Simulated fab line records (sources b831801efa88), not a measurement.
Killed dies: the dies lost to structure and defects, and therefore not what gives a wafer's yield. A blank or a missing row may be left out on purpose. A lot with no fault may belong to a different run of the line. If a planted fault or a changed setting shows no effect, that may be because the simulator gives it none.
Which tool did it? | flow sky130 | 6 lots with 18 wafers sampled at 2 steps, on a route of 708 steps

== WHAT EACH GAUGE READ, for each wafer ==
SKY_PWDE_TW_MEAS_10.
lot  | measured    | on            | PWDE_TW
L418 | day 4 22:25 | film-metro-01 | 370.8 371.3 372.0
L420 | day 5 06:25 | film-metro-01 | 371.3 372.6 371.4
L422 | day 5 18:27 | film-metro-04 | 372.5 372.1 371.0
L425 | day 6 07:37 | film-metro-03 | 371.3 369.5 368.8
L428 | day 7 05:25 | film-metro-04 | 461.3 462.9 461.3
L430 | day 7 17:47 | film-metro-03 | 459.1 460.0 457.0

== EACH LOT AND THE TOOL THAT RAN IT (in order: tool; ch and the chambers of the sampled wafers; start) ==
lot  | SKY_PWDE_IMPLANT_08
L418 | implanter-03 ch 0, day 4 22:09
L420 | implanter-02 ch 0, day 5 06:10
L422 | implanter-04 ch 0, day 5 18:13
L425 | implanter-02 ch 0, day 6 07:23
L428 | implanter-03 ch 0, day 7 04:50
L430 | implanter-02 ch 0, day 7 17:13
- SKY_PWDE_IMPLANT_08

== THE ANSWER, worked out from the rows above alone ==
Rule: the usual values come from the lots themselves. The widest of any qualifying gaps counts: lots, ordered by their means at a reading, are off when they make up no more than a third of the lots, leave a main group of 4 or more, and stand apart from it by 3 or more times the standard deviation of that group's means. Not used: any main group whose means are identical at the precision the tables above print for the reading. Also off: a lot with no number at a reading for which 4 or more lots have one. Any other lot the step has rows for is counted as sound.
Off: at SKY_PWDE_TW_MEAS_10 (PWDE_TW), L428, L430. For the main group the mean is 371.2 and the standard deviation 0.8.
If a tool, at a process step before that reading, ran all the lots that are off and no sound lot after the first of them, it fits. The gauges at SKY_PWDE_TW_MEAS_10 are tried like those tools. None of those tried fits.

== WHAT THE SIMULATOR PUT IN ==
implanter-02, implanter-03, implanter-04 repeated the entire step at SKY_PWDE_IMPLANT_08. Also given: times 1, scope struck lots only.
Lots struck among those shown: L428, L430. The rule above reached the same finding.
